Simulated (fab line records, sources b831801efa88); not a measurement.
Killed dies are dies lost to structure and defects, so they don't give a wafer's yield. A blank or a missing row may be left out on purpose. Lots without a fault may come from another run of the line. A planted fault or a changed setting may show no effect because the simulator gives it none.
Which tool did it? | flow sky130 | 6 lots, 18 wafers sampled, at 1 step of a route of 708

WHAT THE GAUGES READ, wafer by wafer
SKY_LDD_N_OVL_MEAS_07.
lot  | measured     | on         | LDD_N_OVL (nm)
L105 | day 17 22:38 | overlay-01 | -0.2 0.1 -0.1
L112 | day 20 23:43 | overlay-01 | -2.0 -1.2 0.7
L118 | day 23 04:46 | overlay-02 | 0.2 -0.4 0.0
L122 | day 24 07:22 | overlay-01 | 0.7 1.3 -0.4
L125 | day 25 03:29 | overlay-02 | -2.9 -1.9 -1.9
L127 | day 26 02:09 | overlay-01 | -1.1 -0.7 -1.1

WHICH TOOL RAN EACH LOT (tool, then ch and the chambers of the sampled wafers, then the start)
The record holds no process step before these readings.

THE ANSWER, worked out from the rows above alone
Rule: what is usual is taken from the lots themselves. Put in order of their means at a reading, lots are off if they are a third of the lots or fewer, leave a main group of 4 or more, and stand apart from it by a gap of 3 or more times the standard deviation of the main group's means; of several such gaps the widest counts. A main group whose means are all the same, to the digits that the tables above print for the reading, isn't used. A lot without any number at a reading at which 4 lots or more have one is off too. The other lots that the step has rows for count as sound.
No lot is off at any reading shown: from this, nothing can be told.

WHAT THE SIMULATOR HAD PUT IN
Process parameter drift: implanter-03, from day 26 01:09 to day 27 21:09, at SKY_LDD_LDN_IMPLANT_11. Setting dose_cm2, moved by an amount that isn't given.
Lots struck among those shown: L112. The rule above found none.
